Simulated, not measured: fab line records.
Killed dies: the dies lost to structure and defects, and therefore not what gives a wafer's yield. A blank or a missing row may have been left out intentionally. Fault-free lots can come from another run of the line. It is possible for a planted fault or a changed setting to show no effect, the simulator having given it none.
Check of tool commonality | flow gf180mcu | 13 lots, 39 wafers sampled

## WHY IT WAS OPENED
At GF_POLY_GATE_CD_MEAS_10 the reading cd-nm is flagged on 1 of 13 lots. No-fault wafers: 280.1 nm, standard deviation 0.93.
Rule: a lot is flagged when every wafer of it that has a number lies more than 4 standard deviations from that mean, or none has a number. The rest of the lots are taken to be sound.

lot  | measured     | on        | cd-nm (nm), wafer by wafer | flag
L647 | day 9 15:14  | cd-sem-01 | 280.9 279.8 281.4          |
L652 | day 10 10:58 | cd-sem-01 | 280.9 280.4 282.0          |
L651 | day 10 14:12 | cd-sem-01 | 279.9 279.8 279.0          |
L653 | day 11 01:20 | cd-sem-02 | 280.4 280.7 279.5          |
L654 | day 11 07:08 | cd-sem-02 | 281.2 280.0 280.5          |
L655 | day 11 13:19 | cd-sem-01 | 279.9 280.8 279.8          |
L656 | day 11 17:26 | cd-sem-01 | 280.5 281.4 282.3          |
L657 | day 12 04:46 | cd-sem-01 | 321.0 321.4 320.2          | FLAGGED
L658 | day 12 14:12 | cd-sem-01 | 280.3 279.3 280.6          |
L667 | day 15 04:17 | cd-sem-01 | 280.3 279.9 280.9          |
L668 | day 15 15:12 | cd-sem-01 | 281.5 279.1 280.3          |
L669 | day 15 17:13 | cd-sem-01 | 279.1 280.4 281.0          |
L670 | day 16 02:03 | cd-sem-01 | 280.1 280.8 280.9          |
The numbers of the flagged lots are 320.9 nm on average: +40.8 nm against the usual, or +44 standard deviations.

## WHICH TOOL EACH LOT WENT THROUGH
The record holds 1 process step before the reading, out of a route of 602 steps. Cell contents, in order: the tool; ch with the chambers the sampled wafers went through; the start.
lot  | flag    | GF_POLY_GATE_EXPOSE_07
L647 |         | krf-scanner-01 ch 0, day 9 06:46
L652 |         | krf-scanner-02 ch 0, day 10 02:22
L651 |         | krf-scanner-02 ch 0, day 10 05:00
L653 |         | krf-scanner-01 ch 0, day 10 16:44
L654 |         | krf-scanner-01 ch 0, day 10 22:08
L655 |         | krf-scanner-01 ch 0, day 11 03:37
L656 |         | krf-scanner-01 ch 0, day 11 08:31
L657 | FLAGGED | krf-scanner-01 ch 0, day 11 18:49
L658 |         | krf-scanner-01 ch 0, day 12 04:48
L667 |         | krf-scanner-02 ch 0, day 14 18:17
L668 |         | krf-scanner-01 ch 0, day 15 04:04
L669 |         | krf-scanner-02 ch 0, day 15 06:35
L670 |         | krf-scanner-01 ch 0, day 15 15:13
These steps, and what they do:
- GF_POLY_GATE_EXPOSE_07: exposes mask Poly2, target cd 280 nm.
- GF_POLY_GATE_CD_MEAS_10: target cd 280 nm.

## FLAGGED OVER TOTAL, TOOL BY TOOL (the gauges that took the reading come last)
step                    | tool           | lots run | flagged | share of the flagged lots | sound lots run after its first flagged lot
GF_POLY_GATE_EXPOSE_07  | krf-scanner-01 | 9        | 1       | all                       | 3 (L658,L668,L670)
GF_POLY_GATE_EXPOSE_07  | krf-scanner-02 | 4        | 0       | none                      | -
GF_POLY_GATE_CD_MEAS_10 | cd-sem-01      | 11       | 1       | all                       | 5 (L658,L667,L668,L669,L670)
GF_POLY_GATE_CD_MEAS_10 | cd-sem-02      | 2        | 0       | none                      | -

## WHAT THE TABLE ALLOWS
krf-scanner-01 at GF_POLY_GATE_EXPOSE_07 and cd-sem-01 at GF_POLY_GATE_CD_MEAS_10 are the 2 rows of the table that ran each flagged lot.
- krf-scanner-01 at GF_POLY_GATE_EXPOSE_07: 1 of its 9 lots flagged. Lots that were sound ran on it after the first flagged one (L658, L668, L670); a persistent fault on the entire tool would not allow that.
- cd-sem-01 at GF_POLY_GATE_CD_MEAS_10: 1 of its 11 lots flagged. Lots that were sound ran on it after the first flagged one (L658, L667, L668, L669, L670); a persistent fault on the entire tool would not allow that.
None of the table's rows ran every flagged lot and, after the first, no sound lot.

## WHAT THE SIMULATOR HAD PUT IN
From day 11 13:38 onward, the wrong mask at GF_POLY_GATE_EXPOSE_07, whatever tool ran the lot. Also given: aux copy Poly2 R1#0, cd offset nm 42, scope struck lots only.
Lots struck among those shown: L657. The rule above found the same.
